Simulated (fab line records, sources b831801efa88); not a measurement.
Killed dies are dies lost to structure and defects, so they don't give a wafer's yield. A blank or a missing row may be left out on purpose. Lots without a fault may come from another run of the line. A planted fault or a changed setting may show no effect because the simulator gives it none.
Which tool did it? | flow sky130 | 14 lots, 42 wafers sampled, at 2 steps of a route of 708

WHAT THE GAUGES READ, wafer by wafer
SKY_RES_XHIGH_TW_MEAS_09.
lot  | measured     | on            | RES_XHIGH_TW
L251 | day 26 01:35 | film_metro-01 | 1620 1620 1624
L252 | day 26 11:06 | film_metro-03 | 1639 1646 1639
L253 | day 27 01:31 | film_metro-01 | 1632 1626 1630
L254 | day 27 08:38 | film_metro-01 | 1636 1636 1644
L255 | day 27 17:52 | film_metro-01 | 1634 1629 1631
L256 | day 28 00:14 | film_metro-02 | 1604 1592 1609
L257 | day 28 15:35 | film_metro-03 | 1635 1643 1635
L258 | day 28 20:22 | film_metro-02 | 1613 1595 1611
L259 | day 29 09:36 | film_metro-03 | 1632 1632 1618
L260 | day 30 19:17 | film_metro-03 | 1635 1628 1623
L263 | day 31 02:49 | film_metro-03 | 1642 1626 1642
L269 | day 32 22:16 | film_metro-01 | 30 30 30
L270 | day 33 01:48 | film_metro-03 | 30 30 30
L274 | day 34 01:29 | film_metro-02 | 1600 1599 1612

WHICH TOOL RAN EACH LOT (tool, then ch and the chambers of the sampled wafers, then the start)
lot  | SKY_RES_XHIGH_EXPOSE_04
L251 | iline_stepper-01 ch 0, day 25 11:02
L252 | iline_stepper-01 ch 0, day 25 20:55
L253 | iline_stepper-02 ch 0, day 26 10:58
L254 | iline_stepper-01 ch 0, day 26 18:34
L255 | iline_stepper-01 ch 0, day 27 03:45
L256 | iline_stepper-02 ch 0, day 27 10:05
L257 | iline_stepper-02 ch 0, day 28 01:21
L258 | iline_stepper-01 ch 0, day 28 06:02
L259 | iline_stepper-02 ch 0, day 28 19:55
L260 | iline_stepper-01 ch 0, day 30 06:02
L263 | iline_stepper-02 ch 0, day 30 12:50
L269 | iline_stepper-01, day 32 08:35
L270 | iline_stepper-01, day 32 12:02
L274 | iline_stepper-01 ch 0, day 33 12:08
- SKY_RES_XHIGH_EXPOSE_04: exposes mask URPM, target cd 1270 nm.

WHAT THE TOOLS THEMSELVES READ (means of the sampled wafers that have a number; where no wafer has one, the mark that the record gives instead)
SKY_RES_XHIGH_EXPOSE_04.
lot  | tool             | exposure_dose_mJ_cm2 | focus_offset_nm (nm)
L251 | iline_stepper-01 | 140.09               | 0.4
L252 | iline_stepper-01 | 139.93               | -0.0
L253 | iline_stepper-02 | 139.94               | -0.7
L254 | iline_stepper-01 | 139.99               | 0.3
L255 | iline_stepper-01 | 140.04               | -0.3
L256 | iline_stepper-02 | 139.87               | 0.5
L257 | iline_stepper-02 | 139.92               | -0.5
L258 | iline_stepper-01 | 140.09               | -0.9
L259 | iline_stepper-02 | 140.02               | -0.0
L260 | iline_stepper-01 | 140.02               | -0.9
L263 | iline_stepper-02 | 140.19               | -0.7
L269 | iline_stepper-01 | -                    | -
L270 | iline_stepper-01 | -                    | -
L274 | iline_stepper-01 | 140.02               | -0.1

THE ANSWER, worked out from the rows above alone
Rule: what is usual is taken from the lots themselves. Put in order of their means at a reading, lots are off if they are a third of the lots or fewer, leave a main group of 4 or more, and stand apart from it by a gap of 3 or more times the standard deviation of the main group's means; of several such gaps the widest counts. A main group whose means are all the same, to the digits that the tables above print for the reading, isn't used. A lot without any number at a reading at which 4 lots or more have one is off too. The other lots that the step has rows for count as sound. The gauges are gone through in route order, then the tools' own readings, and for those a lot's mean is taken as printed above. The first step at which some lot is off is used, and at that step the reading that is off furthest; a lot without a number counts as furthest.
Off: L269, L270, at SKY_RES_XHIGH_TW_MEAS_09 (RES_XHIGH_TW). The main group: mean 1625, standard deviation 14.
A tool fits if, at a process step before that reading, it ran every lot that is off, and no sound lot after the first of them. The gauges at SKY_RES_XHIGH_TW_MEAS_09 aren't tried: what is off there is off at SKY_RES_XHIGH_EXPOSE_04 too, on other tools, and a gauge's error can't cause that. None of those tried fits.

WHAT THE SIMULATOR HAD PUT IN
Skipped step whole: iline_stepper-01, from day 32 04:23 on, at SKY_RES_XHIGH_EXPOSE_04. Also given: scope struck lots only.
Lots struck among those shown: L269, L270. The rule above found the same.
